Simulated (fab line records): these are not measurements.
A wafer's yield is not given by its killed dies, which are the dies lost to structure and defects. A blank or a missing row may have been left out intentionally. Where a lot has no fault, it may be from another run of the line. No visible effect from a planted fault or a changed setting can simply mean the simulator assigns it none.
Which tool was responsible?	flow gf180mcu	Sampling: 11 lots, 33 wafers, 3 of 602 route steps

== WHAT EACH GAUGE READ, for each wafer ==
GF_V3_RS_MEAS_24: measures by four-point-probe.
lot	measured	on	V3_W_RS (ohm/sq)
L873	day 22 12:28	filmMetro-04	0.330 0.328 0.326
L874	day 23 14:16	filmMetro-03	0.326 0.327 0.325
L876	day 23 19:02	filmMetro-03	0.324 0.325 0.324
L878	day 24 11:28	filmMetro-03	0.335 0.326 0.323
L880	day 25 03:52	filmMetro-03	0.328 0.352 0.326
L889	day 28 09:10	filmMetro-02	0.328 0.331 0.327
L890	day 28 12:13	filmMetro-02	0.325 0.332 0.326
L891	day 28 15:17	filmMetro-04	0.325 0.330 0.331
L892	day 29 01:26	filmMetro-03	0.326 0.326 0.320
L893	day 29 03:22	filmMetro-02	0.322 0.327 0.319
L894	day 29 10:56	filmMetro-02	0.327 0.326 0.326

== EACH LOT AND THE TOOL THAT RAN IT (in order: tool; ch and the chambers of the sampled wafers; start) ==
lot	GF_M3_METAL_ETCH_16	GF_V3_CVD_23
L873	rieMetal-03 ch 0,1, day 21 11:10	cvdW-02 ch 0,1, day 22 12:21
L874	rieMetal-01 ch 0,1, day 22 06:16	cvdW-02 ch 0,1, day 23 14:08
L876	rieMetal-03 ch 0,1, day 22 17:32	cvdW-02 ch 0,1, day 23 18:55
L878	rieMetal-01 ch 0,1, day 23 09:16	cvdW-02 ch 0,1, day 24 11:22
L880	rieMetal-04 ch 0,1, day 24 03:49	cvdW-02 ch 0,1, day 25 03:44
L889	rieMetal-03 ch 1, day 27 11:50	cvdW-02 ch 0,1, day 28 09:04
L890	rieMetal-04 ch 0, day 27 13:58	cvdW-01 ch 1, day 28 12:00
L891	rieMetal-01 ch 0, day 27 16:41	cvdW-01 ch 1, day 28 15:04
L892	rieMetal-01 ch 0,1, day 28 03:29	cvdW-01 ch 0,1, day 29 01:19
L893	rieMetal-01 ch 0,1, day 28 05:49	cvdW-01 ch 0,1, day 29 03:14
L894	rieMetal-04 ch 0,1, day 28 13:01	cvdW-01 ch 0,1, day 29 10:49
- GF_M3_METAL_ETCH_16: etches the open film in Cl2/BCl3, stops on SiO2, target depth 750.8 nm, time 125.1 s.
- GF_V3_CVD_23: deposits W, target thk 350 nm, time 104.9 s.

== THE ANSWER, worked out from the rows above alone ==
Rule: the usual values come from the lots themselves. The widest of any qualifying gaps counts: lots, ordered by their means at a reading, are off when they make up no more than a third of the lots, leave a main group of 4 or more, and stand apart from it by 3 or more times the standard deviation of that group's means. If all means in a main group match to the digits the tables above print for the reading, that group is not used. Also off: a lot with no number at a reading for which 4 or more lots have one. Where the step has rows for the other lots, those lots are counted as sound.
Off: L880, seen at GF_V3_RS_MEAS_24 (V3_W_RS). Main group: mean 0.326 ohm/sq, sd 0.002.
If a tool, at a process step before that reading, ran all the lots that are off and no sound lot after the first of them, it fits. Those tools and the gauges at GF_V3_RS_MEAS_24 are tried in the same way. Not one of the candidates tried fits.

== WHAT WAS PUT IN BY THE SIMULATOR ==
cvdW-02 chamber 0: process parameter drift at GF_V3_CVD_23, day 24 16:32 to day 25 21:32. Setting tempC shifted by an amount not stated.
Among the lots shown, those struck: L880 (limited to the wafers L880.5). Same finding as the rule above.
